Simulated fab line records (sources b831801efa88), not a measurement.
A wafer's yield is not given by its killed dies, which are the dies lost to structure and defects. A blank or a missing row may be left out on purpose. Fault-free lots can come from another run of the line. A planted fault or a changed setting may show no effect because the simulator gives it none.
Comparing a struck lot with a sound one || flow sky130 || 18 steps out of a route of 708
Sound: wafers L123.1, L123.2, L123.6. Wafers struck: L119.3, L119.5, L119.6. At the end, the cause is stated.
Each step with rows lists, per side, the tool, then ch with its chambers, then its first start. Under that, the readings that differ: sound wafers || struck wafers || difference of the means || sigmas: that difference in standard deviations of wafers without a fault.
alike: readings with means less than 2 such deviations apart, plus words and numbers identical on both sides. not compared: withheld readings, readings lacking a value on some wafer, bounds such as >300 that could conceal the same value, and numbers that have no deviation in the record and whose values overlap.
A row with sigmas, a row that says differs or no value, or rows on one side alone: a step with any of these is where the two part. Numbers that have no deviation but don't overlap get no sigmas and don't part them. Lack of a reading on every wafer of one side parts them only where that side has two or more wafers.

first, 9 steps without rows for these wafers: SKY_CAPM_CLEAN_17 (cleans in O3/DIW); SKY_METAL3_DEHYDRATE_05 (time 60 s); SKY_METAL3_HMDS_06 (prime time 60 s); SKY_METAL3_COAT_07 (resist thk 60 nm); SKY_METAL3_COAT_08 (resist thk 1140 nm); SKY_METAL3_SOFTBAKE_09 (time 90 s); SKY_METAL3_EXPOSE_10 (exposes mask MM3, target cd 300 nm); SKY_METAL3_PEB_11; SKY_METAL3_DEVELOP_12 (develop time 60 s).
SKY_METAL3_CD_MEAS_13: the cd target is 300 nm.
  sound: cd-sem-02 at day 43 21:16; struck: cd-sem-01 at day 43 18:36
  alike: cd-nm
SKY_METAL3_OVL_MEAS_14:
  sound: overlay-02 at day 43 21:23; struck: overlay-01 at day 43 18:41
{"reading": "METAL3_OVL (nm)", "sound": "16 15 16", "struck": "4 3 1", "difference": -13, "sigmas": -2}
SKY_METAL3_DESCUM_15: chemistry O2, time 8 s.
  sound on rie-metal-03 ch 0,1, day 43 21:25; struck on rie-metal-01 ch 0,1, day 43 18:44
  alike: drypump-motor-current-A, oes-product-au
  not compared: rf-hours-counter-h
SKY_METAL3_ETCH_16: etches BARC in N2/H2, stops on SiO2, time 88.2 s, target depth 60 nm.
  sound on rie-metal-03 ch 0,1, day 43 21:27; struck on rie-metal-01 ch 0,1, day 43 18:47
  no value came back on the struck wafers for any of 5 readings (bias-w (W), chamber-pressure-mTorr (mTorr) and others); on the sound wafers bias-w (W) reads 99.5 99.8 100.4
{"reading": "model.KrF-thick_of_METAL3_COAT_08.thk-nm (nm)", "sound": "1077 1074 1077", "struck": "1128 1124 1128", "difference": "+51", "sigmas": ""}
  not compared: rf-hours-counter-h
SKY_METAL3_ETCH_17: etches SiO2 in C4F8/O2/Ar, stops on TiN, time 3.9 s, target depth 15 nm.
  sound on rie-diel-02 ch 0,1, day 43 21:33; struck on rie-diel-04 ch 0,1,3, day 43 18:51
{"reading": "oes-product-au (a.u.)", "sound": "0.752 0.761 0.763", "struck": "0.379 0.374 0.366", "difference": -0.386, "sigmas": -54}
  alike: bias-w, chamber-pressure-mTorr
  not compared: rf-hours-counter-h
SKY_METAL3_METAL_ETCH_18: etches the open film in Cl2/BCl3, stops on SiO2, target depth 845 nm, time 183.1 s.
  sound on rie-metal-01 ch 0,1, day 43 21:34; struck on rie-metal-03 ch 0,1, day 43 18:56
{"reading": "oes-product-au (a.u.)", "sound": "0.870 0.858 0.871", "struck": "0.372 0.381 0.377", "difference": -0.490, "sigmas": -66}
{"reading": "model.KrF-thick_of_METAL3_COAT_08.thk-nm (nm)", "sound": "540.1 521.2 518.5", "struck": "575.9 572.3 585.1", "difference": "+51.2", "sigmas": ""}
  alike: bcl3-flow-sccm, bias-w, drypump-motor-current-A, throttle-valve-pct
  not compared: rf-hours-counter-h
SKY_METAL3_STRIP_19: strips in O2/N2.
  sound on plasma-asher-04 ch 0,1, day 43 21:45; struck on plasma-asher-01 ch 0,1, day 43 19:05
{"reading": "oes-product-au (a.u.)", "sound": "0.511 0.507 0.495", "struck": "0.527 0.524 0.526", "difference": "+0.021", "sigmas": "+4"}
{"reading": "strip-time-to-endpoint-s (s)", "sound": "6.68 6.48 6.45", "struck": "7.01 6.98 7.11", "difference": "+0.50", "sigmas": "+6"}
  alike: drypump-motor-current-A
  not compared: rf-hours-counter-h
then, 1 step without rows for these wafers: SKY_METAL3_STRIP_20 (strips in post etch residue remover, time 1200 s).
-- the record jumps here: 6 days lie between the struck wafers' starts before and after (it left off in module METAL3 and takes up again in module PAD_OPEN, whose first step shown is number 708 of the route) --
SKY_PAD_OPEN_PROBE_99:
  sound: prober-02 at day 50 06:05; struck: prober-01 at day 50 02:34
{"reading": "defect-limited-yield (%)", "sound": "84.6 86.2 86.6", "struck": "0 0", "difference": -86, "sigmas": -45}
{"reading": "killed_at_M0_to_M3", "sound": "37 30 34", "struck": "459 449", "difference": "+420", "sigmas": "+65"}
{"reading": "killed-dies", "sound": "76 68 66", "struck": "492 492", "difference": "+422", "sigmas": "+44"}
{"reading": "killed-on-rim", "sound": "12 16 12", "struck": "96 96", "difference": "+83", "sigmas": "+22"}
{"reading": "sort_bin_5_function (%)", "sound": "9.8 7.7 8.3", "struck": "94.1 93.7", "difference": "+85.3", "sigmas": "+53"}
{"reading": "sort-n-pass", "sound": "416 424 426", "struck": "0 0", "difference": -422, "sigmas": -44}
{"reading": "sort-yield-pct (%)", "sound": "84.6 86.2 86.6", "struck": "0 0", "difference": -86, "sigmas": -45}
  alike: killed_at_M4_up, killed-at-contacts, killed-at-front-end, killed-at-other, killed-open, killed-short, sort_bin_3_pad_short, sort_bin_6_memory

== WHERE THEY PART ==
Last at SKY_PAD_OPEN_PROBE_99 as far as this record goes, first at SKY_METAL3_OVL_MEAS_14.

WHY: the cause the simulator had injected
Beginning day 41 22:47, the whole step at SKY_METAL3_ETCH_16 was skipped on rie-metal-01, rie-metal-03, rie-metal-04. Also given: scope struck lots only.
